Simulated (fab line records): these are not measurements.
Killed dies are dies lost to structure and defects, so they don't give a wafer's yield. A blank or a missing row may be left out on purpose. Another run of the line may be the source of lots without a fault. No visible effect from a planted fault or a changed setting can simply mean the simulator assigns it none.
What tool caused it? / flow sky130 / Sampling: 11 lots, 33 wafers, 6 of 708 route steps

== WHAT THE GAUGES READ, wafer by wafer ==
SKY_VT_ADJUST_LVTN_TW_MEAS_21. Usual: VT_ADJUST_LVTN_2_TW gives 189.6 (standard deviation 1.8).
lot=L362; measured=day 7 16:34; on=film-metro-04; VT_ADJUST_LVTN_2_TW=187.4 187.7 187.6; flag=
lot=L363; measured=day 8 00:53; on=film-metro-03; VT_ADJUST_LVTN_2_TW=191.0 191.4 191.3; flag=
lot=L364; measured=day 8 09:16; on=film-metro-03; VT_ADJUST_LVTN_2_TW=191.0 190.6 190.2; flag=
lot=L365; measured=day 8 13:31; on=film-metro-03; VT_ADJUST_LVTN_2_TW=189.8 191.0 190.7; flag=
lot=L366; measured=day 8 20:01; on=film-metro-03; VT_ADJUST_LVTN_2_TW=191.2 189.9 190.5; flag=
lot=L367; measured=day 9 00:37; on=film-metro-03; VT_ADJUST_LVTN_2_TW=189.3 191.2 191.2; flag=
lot=L370; measured=day 10 10:35; on=film-metro-03; VT_ADJUST_LVTN_2_TW=190.2 191.9 190.4; flag=
lot=L376; measured=day 11 21:14; on=film-metro-04; VT_ADJUST_LVTN_2_TW=189.5 190.0 189.2; flag=
lot=L379; measured=day 12 17:39; on=film-metro-03; VT_ADJUST_LVTN_2_TW=191.5 190.6 190.7; flag=
lot=L383; measured=day 13 14:49; on=film-metro-03; VT_ADJUST_LVTN_2_TW=192.0 191.3 191.2; flag=
lot=L384; measured=day 13 22:39; on=film-metro-04; VT_ADJUST_LVTN_2_TW=189.7 190.5 190.8; flag=

SKY_LI_CONTACT_THK_MEAS_01. Usual: LI_CONTACT_HDPCVD_THK gives 930 nm (standard deviation 11).
lot=L362; measured=day 27 20:56; on=film-metro-04; LI_CONTACT_HDPCVD_THK (nm)=938 938 918; flag=
lot=L363; measured=day 28 08:03; on=film-metro-01; LI_CONTACT_HDPCVD_THK (nm)=935 924 922; flag=
lot=L364; measured=day 28 18:06; on=film-metro-02; LI_CONTACT_HDPCVD_THK (nm)=931 924 918; flag=
lot=L365; measured=day 29 08:08; on=film-metro-02; LI_CONTACT_HDPCVD_THK (nm)=922 922 921; flag=
lot=L366; measured=day 29 08:56; on=film-metro-01; LI_CONTACT_HDPCVD_THK (nm)=934 945 955; flag=
lot=L367; measured=day 29 20:00; on=film-metro-01; LI_CONTACT_HDPCVD_THK (nm)=924 921 923; flag=
lot=L370; measured=day 31 12:10; on=film-metro-02; LI_CONTACT_HDPCVD_THK (nm)=919 926 931; flag=
lot=L376; measured=day 32 21:33; on=film-metro-02; LI_CONTACT_HDPCVD_THK (nm)=934 1114 938; flag=OFF
lot=L379; measured=day 33 22:56; on=film-metro-01; LI_CONTACT_HDPCVD_THK (nm)=927 937 922; flag=
lot=L383; measured=day 34 23:08; on=film-metro-02; LI_CONTACT_HDPCVD_THK (nm)=941 931 938; flag=
lot=L384; measured=day 35 05:55; on=film-metro-02; LI_CONTACT_HDPCVD_THK (nm)=935 933 924; flag=

SKY_VIA2_RS_MEAS_22: a four-point-probe measurement. Usual: VIA2_W_RS gives 0.2717 ohm/sq (standard deviation 0.0028).
lot=L362; measured=day 36 06:28; on=film-metro-04; VIA2_W_RS (ohm/sq)=0.2690 0.2725 0.2731; flag=
lot=L363; measured=day 36 16:17; on=film-metro-03; VIA2_W_RS (ohm/sq)=0.2686 0.2683 0.2682; flag=
lot=L364; measured=day 37 00:16; on=film-metro-02; VIA2_W_RS (ohm/sq)=0.2687 0.2689 0.2711; flag=
lot=L365; measured=day 37 15:37; on=film-metro-03; VIA2_W_RS (ohm/sq)=0.2696 0.2682 0.2707; flag=
lot=L366; measured=day 37 15:45; on=film-metro-02; VIA2_W_RS (ohm/sq)=0.2704 0.2663 0.2719; flag=
lot=L367; measured=day 38 00:51; on=film-metro-03; VIA2_W_RS (ohm/sq)=0.2715 0.2738 0.2756; flag=
lot=L370; measured=day 39 14:15; on=film-metro-03; VIA2_W_RS (ohm/sq)=0.2720 0.2735 0.2762; flag=
lot=L376; measured=day 40 21:05; on=film-metro-03; VIA2_W_RS (ohm/sq)=0.2730 0.2685 0.2693; flag=
lot=L379; measured=day 41 21:02; on=film-metro-02; VIA2_W_RS (ohm/sq)=0.2697 0.2691 0.2730; flag=
lot=L383; measured=day 42 16:53; on=film-metro-03; VIA2_W_RS (ohm/sq)=0.2743 0.2745 0.2721; flag=
lot=L384; measured=day 42 23:52; on=film-metro-04; VIA2_W_RS (ohm/sq)=0.2692 0.2774 0.2702; flag=

== EACH LOT AND THE TOOL THAT RAN IT (in order: tool; ch and the chambers of the sampled wafers; start) ==
lot=L362; SKY_LI_CONTACT_HDPCVD_00=hdpcvd-02 ch 0,1,2, day 27 20:49; SKY_LI_CONTACT_CMP_02=cmp-01 ch 0,2,3, day 27 21:05; SKY_METAL2_ETCH_18=rie-metal-02 ch 0, day 35 02:14
lot=L363; SKY_LI_CONTACT_HDPCVD_00=hdpcvd-02 ch 0,2, day 28 07:57; SKY_LI_CONTACT_CMP_02=cmp-02 ch 0,2,3, day 28 08:07; SKY_METAL2_ETCH_18=rie-metal-04 ch 0,1, day 35 11:52
lot=L364; SKY_LI_CONTACT_HDPCVD_00=hdpcvd-01 ch 0,2, day 28 17:58; SKY_LI_CONTACT_CMP_02=cmp-02 ch 0,1, day 28 18:11; SKY_METAL2_ETCH_18=rie-metal-04 ch 0,1, day 35 20:41
lot=L365; SKY_LI_CONTACT_HDPCVD_00=hdpcvd-01 ch 1,2, day 29 08:02; SKY_LI_CONTACT_CMP_02=cmp-02 ch 2,3, day 29 08:11; SKY_METAL2_ETCH_18=rie-metal-03 ch 0,1, day 36 10:04
lot=L366; SKY_LI_CONTACT_HDPCVD_00=hdpcvd-02 ch 0,1,2, day 29 08:49; SKY_LI_CONTACT_CMP_02=cmp-01 ch 2,3, day 29 08:59; SKY_METAL2_ETCH_18=rie-metal-04 ch 0,1, day 36 11:02
lot=L367; SKY_LI_CONTACT_HDPCVD_00=hdpcvd-02 ch 0,1,2, day 29 19:54; SKY_LI_CONTACT_CMP_02=cmp-01 ch 1,2,3, day 29 20:04; SKY_METAL2_ETCH_18=rie-metal-03 ch 0,1, day 36 20:31
lot=L370; SKY_LI_CONTACT_HDPCVD_00=hdpcvd-01 ch 1,2, day 31 12:04; SKY_LI_CONTACT_CMP_02=cmp-01 ch 0,1,3, day 31 12:16; SKY_METAL2_ETCH_18=rie-metal-02 ch 0,1, day 38 11:23
lot=L376; SKY_LI_CONTACT_HDPCVD_00=hdpcvd-01 ch 1,2, day 32 21:26; SKY_LI_CONTACT_CMP_02=cmp-01 ch 0,3, day 32 21:35; SKY_METAL2_ETCH_18=rie-metal-03 ch 0,1, day 39 18:14
lot=L379; SKY_LI_CONTACT_HDPCVD_00=hdpcvd-02 ch 1,2, day 33 22:49; SKY_LI_CONTACT_CMP_02=cmp-02 ch 0,3, day 33 23:28; SKY_METAL2_ETCH_18=rie-metal-02 ch 0,1, day 40 18:44
lot=L383; SKY_LI_CONTACT_HDPCVD_00=hdpcvd-02 ch 0,1,2, day 34 23:01; SKY_LI_CONTACT_CMP_02=cmp-01 ch 0,2, day 34 23:11; SKY_METAL2_ETCH_18=rie-metal-04 ch 0,1, day 41 15:24
lot=L384; SKY_LI_CONTACT_HDPCVD_00=hdpcvd-02 ch 0,1,2, day 35 05:48; SKY_LI_CONTACT_CMP_02=cmp-01 ch 0,1,2, day 35 06:01; SKY_METAL2_ETCH_18=rie-metal-04 ch 0,1, day 41 21:43
- SKY_LI_CONTACT_HDPCVD_00: deposits PSG, target thk 930 nm, time 155 s.
- SKY_LI_CONTACT_CMP_02: polishes PSG.
- SKY_METAL2_ETCH_18: etches BARC in N2/H2, stops on SiO2, time 45.9 s, target depth 60 nm.

== AS READ BY THE TOOLS THEMSELVES (means over the sampled wafers that have a number; for cases with no such wafer, the mark the record gives instead) ==
SKY_LI_CONTACT_HDPCVD_00. Usual: pressure-mtorr 6.001 mTorr, standard deviation 0.012; sih4-flow-sccm 60.00 sccm, standard deviation 0.17.
lot=L362; tool=hdpcvd-02; pressure-mtorr (mTorr)=6.007; sih4-flow-sccm (sccm)=60.04; flag=
lot=L363; tool=hdpcvd-02; pressure-mtorr (mTorr)=6.000; sih4-flow-sccm (sccm)=59.85; flag=
lot=L364; tool=hdpcvd-01; pressure-mtorr (mTorr)=6.008; sih4-flow-sccm (sccm)=59.98; flag=
lot=L365; tool=hdpcvd-01; pressure-mtorr (mTorr)=5.996; sih4-flow-sccm (sccm)=59.93; flag=
lot=L366; tool=hdpcvd-02; pressure-mtorr (mTorr)=6.003; sih4-flow-sccm (sccm)=59.95; flag=
lot=L367; tool=hdpcvd-02; pressure-mtorr (mTorr)=6.000; sih4-flow-sccm (sccm)=60.00; flag=
lot=L370; tool=hdpcvd-01; pressure-mtorr (mTorr)=5.989; sih4-flow-sccm (sccm)=60.16; flag=
lot=L376; tool=hdpcvd-01; pressure-mtorr (mTorr)=6.003; sih4-flow-sccm (sccm)=64.05; flag=OFF
lot=L379; tool=hdpcvd-02; pressure-mtorr (mTorr)=5.999; sih4-flow-sccm (sccm)=60.05; flag=
lot=L383; tool=hdpcvd-02; pressure-mtorr (mTorr)=5.985; sih4-flow-sccm (sccm)=60.06; flag=
lot=L384; tool=hdpcvd-02; pressure-mtorr (mTorr)=6.000; sih4-flow-sccm (sccm)=59.99; flag=

SKY_LI_CONTACT_CMP_02. Usual: motor-current-A 12.1 A, standard deviation 0.92; time-to-endpoint-s 33.0 s, standard deviation 2.5.
lot=L362; tool=cmp-01; motor-current-A (A)=11.8; time-to-endpoint-s (s)=32.4; flag=
lot=L363; tool=cmp-02; motor-current-A (A)=12.9; time-to-endpoint-s (s)=34.3; flag=
lot=L364; tool=cmp-02; motor-current-A (A)=12.5; time-to-endpoint-s (s)=35.4; flag=
lot=L365; tool=cmp-02; motor-current-A (A)=12.5; time-to-endpoint-s (s)=33.6; flag=
lot=L366; tool=cmp-01; motor-current-A (A)=11.8; time-to-endpoint-s (s)=31.4; flag=
lot=L367; tool=cmp-01; motor-current-A (A)=12.0; time-to-endpoint-s (s)=30.4; flag=
lot=L370; tool=cmp-01; motor-current-A (A)=11.9; time-to-endpoint-s (s)=31.7; flag=
lot=L376; tool=cmp-01; motor-current-A (A)=11.7; time-to-endpoint-s (s)=38.1; flag=
lot=L379; tool=cmp-02; motor-current-A (A)=13.4; time-to-endpoint-s (s)=31.8; flag=
lot=L383; tool=cmp-01; motor-current-A (A)=12.1; time-to-endpoint-s (s)=30.6; flag=
lot=L384; tool=cmp-01; motor-current-A (A)=12.1; time-to-endpoint-s (s)=31.7; flag=

SKY_METAL2_ETCH_18. Usual: bias-w 99.95 W, standard deviation 0.3; drypump-motor-current-A 5.7 A, standard deviation 0.45; he-backside-leak-sccm 3.35 sccm, standard deviation 0.18; oes-product-au 0.855 a.u., standard deviation 0.0048; throttle-valve-pct 13.226 %, standard deviation 0.0086.
lot=L362; tool=rie-metal-02; bias-w (W)=99.83; drypump-motor-current-A (A)=6.0; he-backside-leak-sccm (sccm)=3.38; oes-product-au (a.u.)=0.851; throttle-valve-pct (%)=13.228; flag=
lot=L363; tool=rie-metal-04; bias-w (W)=99.53; drypump-motor-current-A (A)=5.6; he-backside-leak-sccm (sccm)=3.32; oes-product-au (a.u.)=0.848; throttle-valve-pct (%)=13.229; flag=
lot=L364; tool=rie-metal-04; bias-w (W)=99.90; drypump-motor-current-A (A)=5.5; he-backside-leak-sccm (sccm)=3.35; oes-product-au (a.u.)=0.856; throttle-valve-pct (%)=13.224; flag=
lot=L365; tool=rie-metal-03; bias-w (W)=100.43; drypump-motor-current-A (A)=5.7; he-backside-leak-sccm (sccm)=3.33; oes-product-au (a.u.)=0.848; throttle-valve-pct (%)=13.221; flag=
lot=L366; tool=rie-metal-04; bias-w (W)=99.81; drypump-motor-current-A (A)=5.3; he-backside-leak-sccm (sccm)=3.49; oes-product-au (a.u.)=0.858; throttle-valve-pct (%)=13.223; flag=
lot=L367; tool=rie-metal-03; bias-w (W)=99.94; drypump-motor-current-A (A)=6.1; he-backside-leak-sccm (sccm)=3.09; oes-product-au (a.u.)=0.858; throttle-valve-pct (%)=13.218; flag=
lot=L370; tool=rie-metal-02; bias-w (W)=99.77; drypump-motor-current-A (A)=6.0; he-backside-leak-sccm (sccm)=3.33; oes-product-au (a.u.)=0.851; throttle-valve-pct (%)=13.230; flag=
lot=L376; tool=rie-metal-03; bias-w (W)=99.55; drypump-motor-current-A (A)=6.1; he-backside-leak-sccm (sccm)=3.16; oes-product-au (a.u.)=0.854; throttle-valve-pct (%)=13.229; flag=
lot=L379; tool=rie-metal-02; bias-w (W)=99.85; drypump-motor-current-A (A)=5.9; he-backside-leak-sccm (sccm)=3.18; oes-product-au (a.u.)=0.853; throttle-valve-pct (%)=13.229; flag=
lot=L383; tool=rie-metal-04; bias-w (W)=100.16; drypump-motor-current-A (A)=5.5; he-backside-leak-sccm (sccm)=3.38; oes-product-au (a.u.)=0.855; throttle-valve-pct (%)=13.222; flag=
lot=L384; tool=rie-metal-04; bias-w (W)=100.01; drypump-motor-current-A (A)=5.3; he-backside-leak-sccm (sccm)=3.62; oes-product-au (a.u.)=0.851; throttle-valve-pct (%)=13.229; flag=

== THE ANSWER, worked out from the rows above alone ==
Rule: take the mean of a lot's wafers that have a number; if it is more than 3 standard deviations from the usual mean, the lot is off. A lot without any number at a reading at which 4 lots or more have one is off too. All remaining lots with rows at the step are treated as sound. The gauges are gone through in route order, then the tools' own readings, and for those a lot's mean is taken as printed above. The first step at which some lot is off is used, and at that step the reading that is off furthest; a lot without a number counts as furthest.
Off: L376, at SKY_LI_CONTACT_THK_MEAS_01 (LI_CONTACT_HDPCVD_THK).
A tool fits if, at a process step before that reading, it ran every lot that is off, and no sound lot after the first of them. Not tried: the gauges at SKY_LI_CONTACT_THK_MEAS_01; whatever is off there is also off at SKY_LI_CONTACT_HDPCVD_00, on other tools, and gauge error can't account for it. One candidate fits, namely hdpcvd-01 at SKY_LI_CONTACT_HDPCVD_00. A fault onset in the window from L370 (day 31 12:04, its last sound lot) to L376 (day 32 21:26, its first lot off) fits.
On the lots that are off, the tool's own readings at SKY_LI_CONTACT_HDPCVD_00 differ by more than 5 times the standard deviation of the sound lots' means, which bears it out; sih4-flow-sccm reads 64.05 sccm there versus 60.00 sccm on the sound lots.

== WHAT THE SIMULATOR HAD INSERTED ==
hdpcvd-01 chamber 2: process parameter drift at SKY_LI_CONTACT_HDPCVD_00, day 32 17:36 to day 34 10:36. A move of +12 in setting sih4-flow-sccm, from 60. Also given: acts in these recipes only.
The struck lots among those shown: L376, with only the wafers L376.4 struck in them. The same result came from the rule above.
